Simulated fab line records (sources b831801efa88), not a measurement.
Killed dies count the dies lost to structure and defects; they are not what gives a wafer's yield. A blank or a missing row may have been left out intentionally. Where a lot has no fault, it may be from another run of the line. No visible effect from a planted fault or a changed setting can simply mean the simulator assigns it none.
A struck lot beside a sound one || flow sky130 || 16 out of 708 route steps
Sound: the wafers L421.1, L421.3, L421.4. Wafers L426.1, L426.2, L426.5 were the ones struck. Last of all comes the cause.
For every step that has rows: the tool of each side, followed by ch and its chambers, followed by its first start. Under that, the readings that differ: sound wafers || struck wafers || difference of the means || sigmas: that difference in standard deviations of wafers without a fault.
alike: same words and numbers on both sides, and readings whose means sit less than 2 such deviations apart. not compared: any withheld reading, any reading some wafer has no value for, any bound like >300 that may hide the same value, and any number with overlapping values for which the record gives no deviation.
Wherever a step has rows on one side only, a row that says differs or no value, or a row with sigmas, the two part there. When numbers do not overlap yet have no deviation, they are printed without sigmas and do not part them. A reading that every wafer of one side lacks parts them only if that side has two wafers or more.

first, 2 steps without rows for these wafers: SKY_METAL3_PEB_11; SKY_METAL3_DEVELOP_12 (develop time 60 s).
SKY_METAL3_CD_MEAS_13: the cd target is 300 nm.
  sound: cd_sem-02 at day 42 08:04; struck: cd_sem-02 at day 43 12:11
{"reading": "cd_nm (nm)", "sound": "300.9 300.9 300.5", "struck": "296.3 296.2 296.6", "difference": -4.4, "sigmas": -3}
SKY_METAL3_OVL_MEAS_14:
  sound: overlay-02 at day 42 08:11; struck: overlay-02 at day 43 12:19
  alike: METAL3_OVL
then, 1 step without rows for these wafers: SKY_METAL3_DESCUM_15 (chemistry O2, time 8 s).
SKY_METAL3_ETCH_16: etches BARC in N2/H2, stops on SiO2, time 88.2 s, target depth 60 nm.
  sound on rie_metal-01 ch 0,1, day 42 08:15; struck on rie_metal-01 ch 0,1, day 43 12:23
  alike: drypump_motor_current_A, oes_product_au, throttle_valve_pct
  not compared: rf_hours_counter_h
SKY_METAL3_ETCH_17: etches SiO2 in C4F8/O2/Ar, stops on TiN, time 3.9 s, target depth 15 nm.
  sound on rie_diel-03 ch 1,2,3, day 42 08:21; struck on rie_diel-01 ch 0,2,3, day 43 12:29
  alike: oes_product_au
SKY_METAL3_METAL_ETCH_18: etches the open film in Cl2/BCl3, stops on SiO2, target depth 845 nm, time 183.1 s.
  sound on rie_metal-03 ch 0,1, day 42 08:22; struck on rie_metal-02 ch 0,1, day 43 12:30
  alike: drypump_motor_current_A, oes_product_au, throttle_valve_pct
  not compared: rf_hours_counter_h
SKY_METAL3_STRIP_19: strips in O2/N2.
  sound on plasma_asher-01 ch 0,1, day 42 08:33; struck on plasma_asher-04 ch 0,1, day 43 12:41
  alike: drypump_motor_current_A, oes_product_au, strip_time_to_endpoint_s
  not compared: rf_hours_counter_h
then, 3 steps without rows for these wafers: SKY_METAL3_STRIP_20 (strips in post etch residue remover, time 1200 s); SKY_METAL3_CLEAN_21 (cleans in IPA, time 180 s); SKY_METAL3_CLEAN_22 (cleans in O3/DIW).
SKY_VIA3_HDPCVD_00: deposits SiO2, target thk 1635 nm, time 272.5 s.
  sound on hdpcvd-02 ch 1,2, day 42 09:08; struck on hdpcvd-02 ch 0,1, day 43 13:17
{"reading": "model.SiO2_of_VIA3_HDPCVD_00.thk_nm (nm)", "sound": "1658 1633 1655", "struck": "1059 1042 1066", "difference": -593, "sigmas": ""}
SKY_VIA3_THK_MEAS_01:
  sound: film_metro-02 at day 42 09:19; struck: film_metro-01 at day 43 13:32
{"reading": "VIA3_HDPCVD_THK (nm)", "sound": "1657 1633 1654", "struck": "1059 1043 1066", "difference": -592, "sigmas": -33}
SKY_VIA3_CMP_02: polishes SiO2.
  sound on cmp-02 ch 0,1,2, day 42 09:22; struck on cmp-01 ch 1,2,3, day 43 13:35
  alike: motor_current_A, platen_rpm, retaining_ring_pressure_frac
-- the record jumps here: 6 days lie between the struck wafers' starts before and after (it left off in module VIA3 and takes up again in module PAD_OPEN, whose first step shown is number 708 of the route) --
SKY_PAD_OPEN_PROBE_99:
  sound: prober-01 at day 48 22:27; struck: prober-01 at day 49 18:53
{"reading": "model.etest.met4_comb.leak_log10_a_um", "sound": "-12.08 -12.07 -11.95", "struck": "-7.062 -6.991 -6.994", "difference": "+5.018", "sigmas": ""}

WHERE THEY PART
Last at SKY_VIA3_THK_MEAS_01 as far as this record goes, first at SKY_METAL3_CD_MEAS_13. Later steps at which nothing parts them and some readings are alike: SKY_VIA3_CMP_02.

WHY: what had been put in by the simulator
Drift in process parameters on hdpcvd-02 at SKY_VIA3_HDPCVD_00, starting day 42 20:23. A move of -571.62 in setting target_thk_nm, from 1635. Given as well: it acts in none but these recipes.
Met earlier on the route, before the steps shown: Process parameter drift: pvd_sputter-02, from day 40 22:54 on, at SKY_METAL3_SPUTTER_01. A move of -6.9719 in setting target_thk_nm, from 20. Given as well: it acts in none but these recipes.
